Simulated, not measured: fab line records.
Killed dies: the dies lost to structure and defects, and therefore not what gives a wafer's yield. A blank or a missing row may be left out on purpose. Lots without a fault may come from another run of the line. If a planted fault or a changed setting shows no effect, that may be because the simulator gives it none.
Chamber matching | flow sky130 | rie_diel-04 running SKY_POLY_GATE_ETCH_15: 4 sister chambers
The step etches BARC in N2/H2, stops on SiO2, time 118.5 s, target depth 110 nm. 4 wafers are shown with their chamber, then 6 later ones without.

== WAFERS, EACH WITH ITS CHAMBER ==
wafer  | chamber | drypump_motor_current_A (A)
L541.6 | 3       | 5.5
L542.5 | 2       | 5.9
L547.1 | 0       | 5.2
L547.5 | 1       | 5.7

== WAFERS MISSING THEIR CHAMBER ==
wafer  | drypump_motor_current_A (A)
L548.1 | 5.2
L548.2 | 5.9
L548.6 | 5.3
L549.1 | 5.7
L549.2 | 5.9
L549.6 | 5.9

== THE CHAMBER EACH PASSED THROUGH ==
wafer  | from the rows above | in truth
L548.1 | 0                   | 0
L548.2 | 2                   | 2
L548.6 | 0                   | 0
L549.1 | 1                   | 1
L549.2 | 2                   | 2
L549.6 | 2                   | 2
Placed correctly: 6 of 6. Number that these rows cannot place: 0. 0 placed wrongly.
How it was worked out, from the rows above alone: a wafer's distance from a chamber is the root of the sum, over the readings, of the square of ((its reading less the chamber's mean) divided by the reading's scatter). The wafer belongs to the nearest chamber; if the next one is less than 2 further off, it can't be placed. A chamber's mean is the mean of its shown wafers. The scatter (one wafer shown for each chamber): square how far every hidden wafer sits from the nearest shown wafer, average those squares and take the square root.
